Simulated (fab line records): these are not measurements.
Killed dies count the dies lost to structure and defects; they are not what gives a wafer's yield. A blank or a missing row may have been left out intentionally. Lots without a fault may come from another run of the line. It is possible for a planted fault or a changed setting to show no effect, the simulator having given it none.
fab line records | flow gf180mcu
record lots=24 | wafers=72 | lastDay=34
route steps=602 shown SALICIDE@280 M3@409 M4@472 MIM@503 V5@555
lots with no fault: from the same line, run without faults
startH: hours from the record's opening day to when the first of the lot's shown wafers began | waitH: hours since the lot's step before | " same as the row above | L1.1+2: a row that stands for several wafers | - no value, or no start given | * or withheld: withheld | < > ~ a bound
route shown NAME@n: names a module that has steps shown in the file, with the first one's number in the route | usual: mean and standard deviation over wafers with no fault | same: alike in all rows | chamber/n: place in a boat | sites: each site's reading | _std_site: standard deviation of those values | _edge_site: mean of outer sites minus mean of inner sites | radiusMm: how far each site lies from the wafer's centre | mask NAME#n: copy n | behind: the most recent tool/chamber to have shaped the wafer | hold: reason for holding the lot/hours on hold/outcome of the hold | device: whichever transistor did not switch (one of n, p or np) | end of line: tests run on the same wafers once the route is complete | for a step that has no rows: nothing shown but its recipe | killed: count of dies lost to structure and defects at first sort (not the wafer's yield) | map: shows each die of a wafer: x if killed, . if not, _ if none is there
set.NAME: the setting the step ran with; set.NAME@STEP: the setting that earlier step ran with | model.NAME: the simulator's own value behind a step, which no gauge read
the route's steps for a sample of lots (tables are steps, rows are wafers)
services: a tool's chamber out of use, with start hour (startH, from the record's first day; less than 0 if before it), hours out, and reason
## steps
# step GF_SALICIDE_SPUTTER_02
# recipe material=Co | targetThkNm=10 | powerW=1000 | timeS=20 | chamberPressurePa=0.4
# usual throttleValvePct=30.0/1.1
lot.wafer | tool          | chamber | startH | waitH | throttleValvePct
L074.2    | pvdSputter-01 | -       | 337.21 | 0.0   | 31.5
L074.3    | "             | -       | "      | "     | 29.2
L074.5    | "             | -       | "      | "     | 28.5
L075.1    | pvdSputter-01 | -       | 342.77 | 0.0   | 28.2
L075.2    | "             | -       | "      | "     | 29.0
L075.5    | "             | -       | "      | "     | 28.5
L076.2    | pvdSputter-02 | -       | 360.46 | 0.0   | 30.7
L076.5    | "             | -       | "      | "     | 30.6
L076.6    | "             | -       | "      | "     | 29.5
L077.2    | pvdSputter-01 | -       | 367.34 | 0.0   | 28.5
L077.3    | "             | -       | "      | "     | 31.1
L077.5    | "             | -       | "      | "     | 31.3
L078.1    | pvdSputter-02 | -       | 372.26 | 0.0   | 30.5
L078.3    | "             | -       | "      | "     | 29.5
L078.4    | "             | -       | "      | "     | 31.4
L079.1    | pvdSputter-04 | -       | 380.97 | 0.0   | 31.2
L079.3    | "             | -       | "      | "     | 29.2
L079.4    | "             | -       | "      | "     | 30.6
L080.1    | pvdSputter-04 | -       | 387.90 | 0.0   | 31.1
L080.2    | "             | -       | "      | "     | 30.5
L080.4    | "             | -       | "      | "     | 29.4
L081.2    | pvdSputter-01 | -       | 400.36 | 0.0   | 31.5
L081.4    | "             | -       | "      | "     | 28.1
L081.6    | "             | -       | "      | "     | 28.4
L082.2    | pvdSputter-04 | -       | 406.15 | 0.0   | 31.2
L082.5    | "             | -       | "      | "     | 29.0
L082.6    | "             | -       | "      | "     | 29.1
L083.1    | pvdSputter-02 | -       | 418.08 | 0.0   | 29.3
L083.4    | "             | -       | "      | "     | 30.9
L083.6    | "             | -       | "      | "     | 29.5
L084.1    | pvdSputter-04 | -       | 429.62 | 0.0   | 29.2
L084.3    | "             | -       | "      | "     | 31.4
L084.4    | "             | -       | "      | "     | 29.2
L085.1    | pvdSputter-04 | -       | 439.21 | 0.0   | 31.3
L085.2    | "             | -       | "      | "     | 29.1
L085.3    | "             | -       | "      | "     | 29.4
L086.1    | pvdSputter-02 | -       | 451.20 | 0.0   | 31.3
L086.4    | "             | -       | "      | "     | 31.2
L086.5    | "             | -       | "      | "     | 29.4
L087.3    | pvdSputter-04 | -       | 459.60 | 0.0   | 29.4
L087.5    | "             | -       | "      | "     | 29.1
L087.6    | "             | -       | "      | "     | 30.7
L088.1    | pvdSputter-04 | -       | 471.26 | 0.0   | 31.6
L088.4    | "             | -       | "      | "     | 29.2
L088.6    | "             | -       | "      | "     | 29.2
L089.4    | pvdSputter-02 | -       | 472.91 | 0.0   | 29.3
L089.5    | "             | -       | "      | "     | 31.1
L089.6    | "             | -       | "      | "     | 30.9
L090.1    | pvdSputter-01 | -       | 485.48 | 0.0   | 28.9
L090.2    | "             | -       | "      | "     | 31.3
L090.5    | "             | -       | "      | "     | 28.5
L091.3    | pvdSputter-01 | -       | 495.35 | 0.0   | 28.6
L091.4    | "             | -       | "      | "     | 31.1
L091.6    | "             | -       | "      | "     | 28.6
L092.1    | pvdSputter-04 | -       | 498.90 | 0.0   | 31.4
L092.2    | "             | -       | "      | "     | 29.3
L092.6    | "             | -       | "      | "     | 29.2
L093.1    | pvdSputter-02 | -       | 503.20 | 0.0   | 30.9
L093.4    | "             | -       | "      | "     | 31.5
L093.5    | "             | -       | "      | "     | 30.7
L094.1    | pvdSputter-04 | -       | 512.55 | 0.0   | 30.5
L094.3    | "             | -       | "      | "     | 29.1
L094.4    | "             | -       | "      | "     | 30.4
L095.3    | pvdSputter-04 | -       | 516.67 | 0.0   | 30.6
L095.4    | "             | -       | "      | "     | 31.4
L095.5    | "             | -       | "      | "     | 31.2
L096.1    | pvdSputter-04 | -       | 524.27 | 0.0   | 29.1
L096.2    | "             | -       | "      | "     | 31.2
L096.4    | "             | -       | "      | "     | 29.0
L097.1    | pvdSputter-01 | -       | 536.60 | 0.0   | 28.5
L097.4    | "             | -       | "      | "     | 28.3
L097.6    | "             | -       | "      | "     | 28.3
# step GF_SALICIDE_RS_MEAS_04
# recipe thkMeasGauge=four-point-probe | reads=TiN_of_SALICIDE_SPUTTER_03+Co_of_SALICIDE_SPUTTER_02
# usual SALICIDE_TIN_RS=16.30/0.28
lot.wafer | tool         | chamber | startH | waitH | SALICIDE_TIN_RS[ohm/sq]
L074.2    | filmMetro-01 | -       | 337.28 | 0.0   | 16.01
L074.3    | "            | -       | "      | "     | 15.97
L074.5    | "            | -       | "      | "     | 15.93
L075.1    | filmMetro-01 | -       | 342.82 | 0.0   | 16.08
L075.2    | "            | -       | "      | "     | 16.24
L075.5    | "            | -       | "      | "     | 16.00
L076.2    | filmMetro-03 | -       | 360.54 | 0.0   | 16.93
L076.5    | "            | -       | "      | "     | 16.77
L076.6    | "            | -       | "      | "     | 16.12
L077.2    | filmMetro-03 | -       | 367.41 | 0.0   | 16.27
L077.3    | "            | -       | "      | "     | 15.87
L077.5    | "            | -       | "      | "     | 15.99
L078.1    | filmMetro-03 | -       | 372.32 | 0.0   | 16.60
L078.3    | "            | -       | "      | "     | 16.28
L078.4    | "            | -       | "      | "     | 16.12
L079.1    | filmMetro-02 | -       | 381.02 | 0.0   | 16.11
L079.3    | "            | -       | "      | "     | 16.37
L079.4    | "            | -       | "      | "     | 16.22
L080.1    | filmMetro-02 | -       | 387.95 | 0.0   | 16.39
L080.2    | "            | -       | "      | "     | 16.59
L080.4    | "            | -       | "      | "     | 16.52
L081.2    | filmMetro-03 | -       | 400.43 | 0.0   | 16.52
L081.4    | "            | -       | "      | "     | 16.08
L081.6    | "            | -       | "      | "     | 16.49
L082.2    | filmMetro-03 | -       | 406.22 | 0.0   | 16.41
L082.5    | "            | -       | "      | "     | 16.54
L082.6    | "            | -       | "      | "     | 16.62
L083.1    | filmMetro-01 | -       | 418.13 | 0.0   | 16.11
L083.4    | "            | -       | "      | "     | 16.65
L083.6    | "            | -       | "      | "     | 16.12
L084.1    | filmMetro-02 | -       | 429.72 | 0.0   | 16.00
L084.3    | "            | -       | "      | "     | 16.02
L084.4    | "            | -       | "      | "     | 16.05
L085.1    | filmMetro-03 | -       | 439.26 | 0.0   | 16.27
L085.2    | "            | -       | "      | "     | 16.17
L085.3    | "            | -       | "      | "     | 16.12
L086.1    | filmMetro-01 | -       | 451.25 | 0.0   | 16.36
L086.4    | "            | -       | "      | "     | 16.00
L086.5    | "            | -       | "      | "     | 16.09
L087.3    | filmMetro-01 | -       | 459.70 | 0.1   | 16.11
L087.5    | "            | -       | "      | "     | 16.08
L087.6    | "            | -       | "      | "     | 16.11
L088.1    | filmMetro-01 | -       | 471.32 | 0.0   | 16.69
L088.4    | "            | -       | "      | "     | 16.57
L088.6    | "            | -       | "      | "     | 16.44
L089.4    | filmMetro-01 | -       | 473.03 | 0.1   | 16.75
L089.5    | "            | -       | "      | "     | 16.73
L089.6    | "            | -       | "      | "     | 17.10
L090.1    | filmMetro-02 | -       | 485.54 | 0.0   | 16.03
L090.2    | "            | -       | "      | "     | 16.18
L090.5    | "            | -       | "      | "     | 16.02
L091.3    | filmMetro-03 | -       | 495.44 | 0.1   | 16.36
L091.4    | "            | -       | "      | "     | 16.19
L091.6    | "            | -       | "      | "     | 16.37
L092.1    | filmMetro-03 | -       | 498.95 | 0.0   | 16.25
L092.2    | "            | -       | "      | "     | 16.01
L092.6    | "            | -       | "      | "     | 15.95
L093.1    | filmMetro-03 | -       | 503.25 | 0.0   | 16.12
L093.4    | "            | -       | "      | "     | 15.93
L093.5    | "            | -       | "      | "     | 16.15
L094.1    | filmMetro-02 | -       | 512.60 | 0.0   | 16.46
L094.3    | "            | -       | "      | "     | 16.17
L094.4    | "            | -       | "      | "     | 16.40
L095.3    | filmMetro-03 | -       | 516.76 | 0.1   | 16.60
L095.4    | "            | -       | "      | "     | 16.72
L095.5    | "            | -       | "      | "     | 16.53
L096.1    | filmMetro-01 | -       | 524.35 | 0.0   | 16.19
L096.2    | "            | -       | "      | "     | 16.46
L096.4    | "            | -       | "      | "     | 16.62
L097.1    | filmMetro-01 | -       | 536.66 | 0.0   | 16.59
L097.4    | "            | -       | "      | "     | 16.60
L097.6    | "            | -       | "      | "     | 16.64
# step GF_M3_SPUTTER_00
# recipe material=Ti | targetThkNm=37.5 | arrivingIonEnergyEv=80 | substrateTempC=200 | chamberPressurePa=2 | powerW=4000 | timeS=150
# usual throttleValvePct=30.5/0.94
lot.wafer | tool          | chamber | startH | waitH | throttleValvePct
L074.2    | pvdSputter-03 | -       | 460.04 | 0.2   | 30.8
L074.3    | "             | -       | "      | "     | 29.0
L074.5    | "             | -       | "      | "     | 30.7
L075.1    | pvdSputter-03 | -       | 466.82 | 0.2   | 32.6
L075.2    | "             | -       | "      | "     | 30.6
L075.5    | "             | -       | "      | "     | 30.6
L076.2    | pvdSputter-02 | -       | 485.71 | 0.2   | 31.2
L076.5    | "             | -       | "      | "     | 31.2
L076.6    | "             | -       | "      | "     | 31.0
L077.2    | pvdSputter-04 | -       | 493.46 | 0.1   | 31.5
L077.3    | "             | -       | "      | "     | 30.6
L077.5    | "             | -       | "      | "     | 29.2
L078.1    | pvdSputter-02 | -       | 497.92 | 0.2   | 29.2
L078.3    | "             | -       | "      | "     | 30.8
L078.4    | "             | -       | "      | "     | 31.4
L079.1    | pvdSputter-02 | -       | 508.76 | 0.1   | 30.7
L079.3    | "             | -       | "      | "     | 31.0
L079.4    | "             | -       | "      | "     | 29.5
L080.1    | pvdSputter-02 | -       | 513.67 | 0.2   | 31.3
L080.2    | "             | -       | "      | "     | 30.9
L080.4    | "             | -       | "      | "     | 29.4
L081.2    | pvdSputter-02 | -       | 528.21 | 0.2   | 29.2
L081.4    | "             | -       | "      | "     | 31.3
L081.6    | "             | -       | "      | "     | 29.3
L082.2    | pvdSputter-04 | -       | 532.58 | 0.1   | 31.5
L082.5    | "             | -       | "      | "     | 29.2
L082.6    | "             | -       | "      | "     | 29.1
L083.1    | pvdSputter-02 | -       | 545.51 | 0.2   | 31.3
L083.4    | "             | -       | "      | "     | 29.3
L083.6    | "             | -       | "      | "     | 31.3
L084.1    | pvdSputter-04 | -       | 554.88 | 0.2   | 31.3
L084.3    | "             | -       | "      | "     | 29.0
L084.4    | "             | -       | "      | "     | 30.6
L085.1    | pvdSputter-03 | -       | 564.85 | 0.2   | 30.8
L085.2    | "             | -       | "      | "     | 32.8
L085.3    | "             | -       | "      | "     | 30.2
L086.1    | pvdSputter-02 | -       | 574.18 | 0.1   | 29.8
L086.4    | "             | -       | "      | "     | 30.9
L086.5    | "             | -       | "      | "     | 30.4
L087.3    | pvdSputter-04 | -       | 582.47 | 0.1   | 29.3
L087.5    | "             | -       | "      | "     | 29.3
L087.6    | "             | -       | "      | "     | 29.1
L088.1    | pvdSputter-02 | -       | 593.26 | 0.1   | 29.5
L088.4    | "             | -       | "      | "     | 30.9
L088.6    | "             | -       | "      | "     | 31.3
L089.4    | pvdSputter-04 | -       | 594.83 | 0.1   | 29.3
L089.5    | "             | -       | "      | "     | 31.3
L089.6    | "             | -       | "      | "     | 30.4
L090.1    | pvdSputter-02 | -       | 606.15 | 0.1   | 31.3
L090.2    | "             | -       | "      | "     | 31.2
L090.5    | "             | -       | "      | "     | 30.9
L091.3    | pvdSputter-02 | -       | 615.50 | 0.2   | 31.4
L091.4    | "             | -       | "      | "     | 30.8
L091.6    | "             | -       | "      | "     | 31.7
L092.1    | pvdSputter-02 | -       | 617.45 | 0.2   | 30.7
L092.2    | "             | -       | "      | "     | 31.2
L092.6    | "             | -       | "      | "     | 31.2
L093.1    | pvdSputter-02 | -       | 619.67 | 0.1   | 31.2
L093.4    | "             | -       | "      | "     | 29.2
L093.5    | "             | -       | "      | "     | 31.0
L094.1    | pvdSputter-02 | -       | 631.18 | 0.1   | 31.2
L094.3    | "             | -       | "      | "     | 31.4
L094.4    | "             | -       | "      | "     | 30.5
L095.3    | pvdSputter-04 | -       | 633.31 | 0.2   | 28.9
L095.4    | "             | -       | "      | "     | 30.4
L095.5    | "             | -       | "      | "     | 31.2
L096.1    | pvdSputter-02 | -       | 640.88 | 0.1   | 30.7
L096.2    | "             | -       | "      | "     | 31.2
L096.4    | "             | -       | "      | "     | 31.0
L097.1    | pvdSputter-04 | -       | 650.19 | 0.2   | 30.5
L097.4    | "             | -       | "      | "     | 29.3
L097.6    | "             | -       | "      | "     | 29.3
# step GF_M4_METAL_ETCH_16
# recipe chemistry=Cl2/BCl3 | maskMaterial=KrF | targetDepthNm=750.8 | stopOn=SiO2 | pressureMtorr=8 | icpW=800 | biasW=140 | Cl2_flow_sccm=80 | bcl3FlowSccm=40 | timeS=125.1
# usual drypumpMotorCurrentA=5.94/0.24 | oesProductAu=0.989/0.0058 | throttleValvePct=28.231/0.01
lot.wafer | tool        | chamber | startH | waitH | drypumpMotorCurrentA | oesProductAu | rfHoursCounterH | throttleValvePct
L074.2    | rieMetal-04 | 1       | 533.91 | 0.0   | 5.40                 | 0.995        | 10              | 28.222
L074.3    | "           | 1       | "      | "     | 5.45                 | 0.993        | -               | 28.225
L074.5    | "           | 0       | "      | "     | 6.09                 | 0.986        | -               | 28.231
L075.1    | rieMetal-01 | 0       | 539.71 | 0.0   | 5.94                 | 0.983        | 4               | 28.231
L075.2    | "           | 1       | "      | "     | 5.86                 | 0.988        | 10              | 28.230
L075.5    | "           | 0       | "      | "     | 5.95                 | 0.991        | -               | 28.230
L076.2    | rieMetal-01 | 0       | 565.36 | 0.0   | 5.94                 | 0.988        | 5               | 28.245
L076.5    | "           | 0       | "      | "     | 5.94                 | 0.988        | -               | 28.241
L076.6    | "           | 1       | "      | "     | 5.88                 | 0.987        | -               | 28.228
L077.2    | rieMetal-04 | 0       | 565.71 | 0.0   | 6.08                 | 0.993        | 4               | 28.233
L077.3    | "           | 1       | "      | "     | 5.44                 | 0.995        | -               | 28.231
L077.5    | "           | 0       | "      | "     | 6.06                 | 0.983        | -               | 28.234
L078.1    | rieMetal-04 | 0       | 569.96 | 0.0   | 6.10                 | 0.985        | 5               | 28.248
L078.3    | "           | 0       | "      | "     | 6.10                 | 0.984        | -               | 28.234
L078.4    | "           | 1       | "      | "     | 5.45                 | 0.988        | -               | 28.236
L079.1    | rieMetal-02 | 0       | 579.60 | 0.0   | 5.94                 | 1.011        | 7               | 28.228
L079.3    | "           | 0       | "      | "     | 5.93                 | 0.993        | -               | 28.228
L079.4    | "           | 1       | "      | "     | 6.53                 | 0.984        | -               | 28.220
L080.1    | rieMetal-01 | 0       | 585.51 | 0.0   | 5.93                 | 0.976        | 6               | 28.239
L080.2    | "           | 1       | "      | "     | 5.86                 | 0.982        | 12              | 28.248
L080.4    | "           | 1       | "      | "     | 5.88                 | 0.988        | -               | 28.246
L081.2    | rieMetal-02 | 1       | 596.06 | 0.0   | 6.55                 | 0.985        | 13              | 28.225
L081.4    | "           | 1       | "      | "     | 6.51                 | 0.983        | -               | 28.226
L081.6    | "           | 1       | "      | "     | 6.53                 | 0.989        | -               | 28.232
L082.2    | rieMetal-02 | 0       | 601.66 | 0.0   | 5.96                 | 1.003        | 8               | 28.225
L082.5    | "           | 0       | "      | "     | 5.96                 | 1.003        | -               | 28.212
L082.6    | "           | 1       | "      | "     | 6.56                 | 0.989        | -               | 28.239
L083.1    | rieMetal-04 | 1       | 614.25 | 0.0   | 5.39                 | 1.001        | 13              | 28.220
L083.4    | "           | 0       | "      | "     | 6.07                 | 0.988        | -               | 28.244
L083.6    | "           | 0       | "      | "     | 6.06                 | 0.986        | -               | 28.239
L084.1    | rieMetal-02 | 0       | 621.61 | 0.0   | 5.97                 | 0.999        | 8               | 28.231
L084.3    | "           | 0       | "      | "     | 5.95                 | 0.987        | -               | 28.221
L084.4    | "           | 0       | "      | "     | 5.95                 | 0.984        | -               | 28.236
L085.1    | rieMetal-01 | 0       | 631.51 | 0.0   | 5.95                 | 0.989        | 7               | 28.247
L085.2    | "           | 0       | "      | "     | 5.95                 | 0.987        | -               | 28.244
L085.3    | "           | 0       | "      | "     | 5.93                 | 0.987        | -               | 28.243
L086.1    | rieMetal-02 | 0       | 639.68 | 0.0   | 5.96                 | 0.988        | 10              | 28.238
L086.4    | "           | 0       | "      | "     | 5.96                 | 0.986        | -               | 28.224
L086.5    | "           | 0       | "      | "     | 5.95                 | 0.989        | -               | 28.235
L087.3    | rieMetal-04 | 0       | 648.29 | 0.1   | 6.06                 | 0.992        | -               | 28.237
L087.5    | "           | 0       | "      | "     | 6.06                 | 0.984        | -               | 28.236
L087.6    | "           | 0       | "      | "     | 6.07                 | 0.981        | -               | 28.225
L088.1    | rieMetal-04 | 0       | 657.43 | 0.0   | 6.08                 | 0.986        | 8               | 28.239
L088.4    | "           | 0       | "      | "     | 6.12                 | 0.981        | -               | 28.248
L088.6    | "           | 1       | "      | "     | 5.44                 | 0.989        | -               | 28.207
L089.4    | rieMetal-01 | 1       | 658.95 | 0.1   | 5.88                 | 0.999        | -               | 28.232
L089.5    | "           | 1       | "      | "     | 5.87                 | 0.997        | -               | 28.239
L089.6    | "           | 0       | "      | "     | 5.94                 | 0.988        | -               | 28.231
L090.1    | rieMetal-01 | 1       | 670.11 | 0.0   | 5.87                 | 0.994        | 1               | 28.241
L090.2    | "           | 0       | "      | "     | 5.95                 | 0.975        | 9               | 28.230
L090.5    | "           | 0       | "      | "     | 5.96                 | 0.985        | -               | 28.251
L091.3    | rieMetal-01 | 0       | 676.95 | 0.1   | 5.93                 | 0.990        | -               | 28.228
L091.4    | "           | 1       | "      | "     | 5.87                 | 0.985        | -               | 28.234
L091.6    | "           | 0       | "      | "     | 5.93                 | 0.980        | -               | 28.234
L092.1    | rieMetal-01 | 0       | 679.68 | 0.0   | 5.95                 | 0.980        | 10              | 28.239
L092.2    | "           | 1       | "      | "     | 5.89                 | 0.990        | 1               | 28.236
L092.6    | "           | 0       | "      | "     | 5.94                 | 0.975        | -               | 28.231
L093.1    | rieMetal-01 | 1       | 682.96 | 0.0   | 5.88                 | 0.989        | 1               | 28.218
L093.4    | "           | 0       | "      | "     | 5.94                 | 0.991        | -               | 28.216
L093.5    | "           | 0       | "      | "     | 5.92                 | 0.995        | -               | 28.232
L094.1    | rieMetal-02 | 0       | 692.96 | 0.0   | 5.95                 | 0.991        | 12              | 28.230
L094.3    | "           | 1       | "      | "     | 6.51                 | 0.988        | -               | 28.226
L094.4    | "           | 0       | "      | "     | 5.96                 | 0.988        | -               | 28.241
L095.3    | rieMetal-01 | 1       | 695.22 | 0.1   | 5.89                 | 0.991        | -               | 28.226
L095.4    | "           | 0       | "      | "     | 5.93                 | 0.976        | -               | 28.238
L095.5    | "           | 0       | "      | "     | 5.95                 | 0.991        | -               | 28.230
L096.1    | rieMetal-01 | 1       | 702.76 | 0.0   | 5.86                 | 0.989        | 2               | 28.241
L096.2    | "           | 1       | "      | "     | 5.86                 | 0.996        | -               | 28.225
L096.4    | "           | 1       | "      | "     | 5.87                 | 0.992        | -               | 28.231
L097.1    | rieMetal-01 | 1       | 710.96 | 0.0   | 5.86                 | 0.993        | 3               | 28.231
L097.4    | "           | 1       | "      | "     | 5.86                 | 0.987        | -               | 28.225
L097.6    | "           | 1       | "      | "     | 5.88                 | 1.000        | -               | 28.237
# step GF_MIM_SPUTTER_00
# recipe material=Ti | targetThkNm=37.5 | arrivingIonEnergyEv=80 | substrateTempC=200 | chamberPressurePa=2.07 | powerW=4000 | timeS=150
# usual throttleValvePct=30.5/0.96
lot.wafer | tool          | chamber | startH | waitH | throttleValvePct
L074.2    | pvdSputter-02 | -       | 559.29 | 0.2   | 31.5
L074.3    | "             | -       | "      | "     | 29.3
L074.5    | "             | -       | "      | "     | 31.1
L075.1    | pvdSputter-02 | -       | 565.45 | 0.1   | 31.3
L075.2    | "             | -       | "      | "     | 31.4
L075.5    | "             | -       | "      | "     | 31.2
L076.2    | pvdSputter-02 | -       | 589.53 | 0.1   | 31.2
L076.5    | "             | -       | "      | "     | 30.9
L076.6    | "             | -       | "      | "     | 31.2
L077.2    | pvdSputter-02 | -       | 589.90 | 0.2   | 29.4
L077.3    | "             | -       | "      | "     | 31.1
L077.5    | "             | -       | "      | "     | 31.1
L078.1    | pvdSputter-04 | -       | 594.18 | 0.2   | 30.4
L078.3    | "             | -       | "      | "     | 31.1
L078.4    | "             | -       | "      | "     | 28.9
L079.1    | pvdSputter-02 | -       | 603.48 | 0.1   | 31.2
L079.3    | "             | -       | "      | "     | 30.7
L079.4    | "             | -       | "      | "     | 31.4
L080.1    | pvdSputter-02 | -       | 609.72 | 0.2   | 30.7
L080.2    | "             | -       | "      | "     | 31.0
L080.4    | "             | -       | "      | "     | 29.5
L081.2    | pvdSputter-04 | -       | 619.66 | 0.1   | 30.6
L081.4    | "             | -       | "      | "     | 31.0
L081.6    | "             | -       | "      | "     | 30.7
L082.2    | pvdSputter-04 | -       | 625.81 | 0.2   | 30.3
L082.5    | "             | -       | "      | "     | 31.5
L082.6    | "             | -       | "      | "     | 30.5
L083.1    | pvdSputter-02 | -       | 638.05 | 0.2   | 30.6
L083.4    | "             | -       | "      | "     | 30.8
L083.6    | "             | -       | "      | "     | 31.3
L084.1    | pvdSputter-04 | -       | 644.47 | 0.1   | 31.3
L084.3    | "             | -       | "      | "     | 30.3
L084.4    | "             | -       | "      | "     | 29.1
L085.1    | pvdSputter-02 | -       | 654.11 | 0.2   | 31.0
L085.2    | "             | -       | "      | "     | 31.5
L085.3    | "             | -       | "      | "     | 29.2
L086.1    | pvdSputter-02 | -       | 662.75 | 0.1   | 29.5
L086.4    | "             | -       | "      | "     | 31.3
L086.5    | "             | -       | "      | "     | 31.3
L087.3    | pvdSputter-02 | -       | 670.53 | 0.1   | 31.1
L087.5    | "             | -       | "      | "     | 31.4
L087.6    | "             | -       | "      | "     | 31.2
L088.1    | pvdSputter-02 | -       | 679.01 | 0.1   | 30.6
L088.4    | "             | -       | "      | "     | 29.5
L088.6    | "             | -       | "      | "     | 31.2
L089.4    | pvdSputter-03 | -       | 680.76 | 0.1   | 29.2
L089.5    | "             | -       | "      | "     | 30.8
L089.6    | "             | -       | "      | "     | 28.9
L090.1    | pvdSputter-03 | -       | 692.23 | 0.1   | 28.9
L090.2    | "             | -       | "      | "     | 30.0
L090.5    | "             | -       | "      | "     | 32.3
L091.3    | pvdSputter-03 | -       | 698.07 | 0.2   | 29.1
L091.4    | "             | -       | "      | "     | 32.5
L091.6    | "             | -       | "      | "     | 30.8
L092.1    | pvdSputter-02 | -       | 702.15 | 0.2   | 31.4
L092.2    | "             | -       | "      | "     | 29.5
L092.6    | "             | -       | "      | "     | 31.0
L093.1    | pvdSputter-02 | -       | 705.37 | 0.1   | 31.2
L093.4    | "             | -       | "      | "     | 31.2
L093.5    | "             | -       | "      | "     | 31.5
L094.1    | pvdSputter-03 | -       | 713.96 | 0.2   | 30.1
L094.3    | "             | -       | "      | "     | 30.8
L094.4    | "             | -       | "      | "     | 32.4
L095.3    | pvdSputter-04 | -       | 716.26 | 0.2   | 31.3
L095.4    | "             | -       | "      | "     | 29.1
L095.5    | "             | -       | "      | "     | 28.8
L096.1    | pvdSputter-03 | -       | 723.64 | 0.2   | 29.1
L096.2    | "             | -       | "      | "     | 32.5
L096.4    | "             | -       | "      | "     | 29.9
L097.1    | pvdSputter-04 | -       | 731.03 | 0.2   | 29.3
L097.4    | "             | -       | "      | "     | 30.7
L097.6    | "             | -       | "      | "     | 28.8
# step GF_V5_OVL_MEAS_15
# usual V5_OVL=0/5.2
lot.wafer | tool       | chamber | startH | waitH | V5_OVL[nm]
L074.2    | overlay-01 | -       | 626.25 | 0.1   | -7
L074.3    | "          | -       | "      | "     | -6
L074.5    | "          | -       | "      | "     | -7
L075.1    | overlay-02 | -       | 631.09 | 0.1   | -3
L075.2    | "          | -       | "      | "     | 1
L075.5    | "          | -       | "      | "     | 0
L076.2    | overlay-01 | -       | 652.93 | 0.1   | 3
L076.5    | "          | -       | "      | "     | 0
L076.6    | "          | -       | "      | "     | -1
L077.2    | overlay-02 | -       | 654.58 | 0.1   | -5
L077.3    | "          | -       | "      | "     | -7
L077.5    | "          | -       | "      | "     | -3
L078.1    | overlay-02 | -       | 657.92 | 0.1   | 5
L078.3    | "          | -       | "      | "     | 1
L078.4    | "          | -       | "      | "     | 3
L079.1    | overlay-02 | -       | 666.22 | 0.1   | -3
L079.3    | "          | -       | "      | "     | 1
L079.4    | "          | -       | "      | "     | -5
L080.1    | overlay-01 | -       | 671.64 | 0.1   | 1
L080.2    | "          | -       | "      | "     | -6
L080.4    | "          | -       | "      | "     | -6
L081.2    | overlay-01 | -       | 681.80 | 0.1   | -3
L081.4    | "          | -       | "      | "     | -2
L081.6    | "          | -       | "      | "     | -7
L082.2    | overlay-02 | -       | 684.60 | 0.1   | -3
L082.5    | "          | -       | "      | "     | -4
L082.6    | "          | -       | "      | "     | 3
L083.1    | overlay-01 | -       | 697.51 | 0.1   | -1
L083.4    | "          | -       | "      | "     | -3
L083.6    | "          | -       | "      | "     | -5
L084.1    | overlay-01 | -       | 704.24 | 0.1   | 0
L084.3    | "          | -       | "      | "     | -1
L084.4    | "          | -       | "      | "     | 2
L085.1    | overlay-02 | -       | 712.22 | 0.1   | -5
L085.2    | "          | -       | "      | "     | 8
L085.3    | "          | -       | "      | "     | 3
L086.1    | overlay-01 | -       | 720.62 | 0.1   | 5
L086.4    | "          | -       | "      | "     | -3
L086.5    | "          | -       | "      | "     | 2
L087.3    | overlay-01 | -       | 728.33 | 0.1   | 5
L087.5    | "          | -       | "      | "     | -3
L087.6    | "          | -       | "      | "     | 3
L088.1    | overlay-01 | -       | 735.22 | 0.1   | -1
L088.4    | "          | -       | "      | "     | -1
L088.6    | "          | -       | "      | "     | -4
L089.4    | overlay-02 | -       | 738.44 | 0.1   | -1
L089.5    | "          | -       | "      | "     | -1
L089.6    | "          | -       | "      | "     | -4
L090.1    | overlay-02 | -       | 746.84 | 0.1   | 1
L090.2    | "          | -       | "      | "     | 4
L090.5    | "          | -       | "      | "     | 6
L091.3    | overlay-01 | -       | 752.28 | 0.1   | 0
L091.4    | "          | -       | "      | "     | 2
L091.6    | "          | -       | "      | "     | 3
L092.1    | overlay-02 | -       | 758.17 | 0.1   | 10
L092.2    | "          | -       | "      | "     | 2
L092.6    | "          | -       | "      | "     | 5
L093.1    | overlay-02 | -       | 758.52 | 0.1   | -16
L093.4    | "          | -       | "      | "     | -12
L093.5    | "          | -       | "      | "     | -11
L094.1    | overlay-01 | -       | 766.47 | 0.1   | 5
L094.3    | "          | -       | "      | "     | 4
L094.4    | "          | -       | "      | "     | 10
L095.3    | overlay-02 | -       | 770.28 | 0.1   | -5
L095.4    | "          | -       | "      | "     | -6
L095.5    | "          | -       | "      | "     | -11
L096.1    | overlay-01 | -       | 776.62 | 0.1   | 3
L096.2    | "          | -       | "      | "     | 0
L096.4    | "          | -       | "      | "     | -1
L097.1    | overlay-01 | -       | 781.98 | 0.1   | 2
L097.4    | "          | -       | "      | "     | 3
L097.6    | "          | -       | "      | "     | 7
## services
tool          | chamber | startH | hours | kind
pvdSputter-04 | -       | 326.04 | 48.7  | repair
pvdSputter-04 | -       | 332.25 | 0.7   | repair
rieMetal-02   | -       | 355.55 | 1.3   | repair
pvdSputter-03 | -       | 366.71 | 6.5   | repair
rieMetal-01   | 0       | 373.81 | 4.5   | repair
pvdSputter-01 | -       | 378.06 | 2.6   | repair
rieMetal-02   | -       | 381.13 | 0.5   | repair
rieMetal-01   | 1       | 392.77 | 4.5   | repair
pvdSputter-04 | -       | 406.74 | 17.9  | repair
pvdSputter-03 | -       | 409.86 | 6.9   | repair
pvdSputter-01 | -       | 414.42 | 2.7   | repair
pvdSputter-03 | -       | 442.34 | 5.4   | repair
pvdSputter-04 | -       | 480.66 | 2.1   | repair
pvdSputter-04 | -       | 483.31 | 7.4   | repair
rieMetal-01   | -       | 517.24 | 0.3   | repair
pvdSputter-04 | -       | 517.86 | 4.6   | repair
pvdSputter-04 | -       | 525.73 | 5.1   | repair
pvdSputter-03 | -       | 566.69 | 96.2  | repair
pvdSputter-03 | -       | 597.03 | 4.3   | repair
rieMetal-01   | -       | 613.71 | 0.7   | repair
pvdSputter-01 | -       | 657.45 | 7.0   | repair
pvdSputter-03 | -       | 671.79 | 0.6   | repair
pvdSputter-04 | -       | 672.83 | 0.7   | repair
rieMetal-01   | 0       | 699.67 | 5.5   | repair
## key
fault none
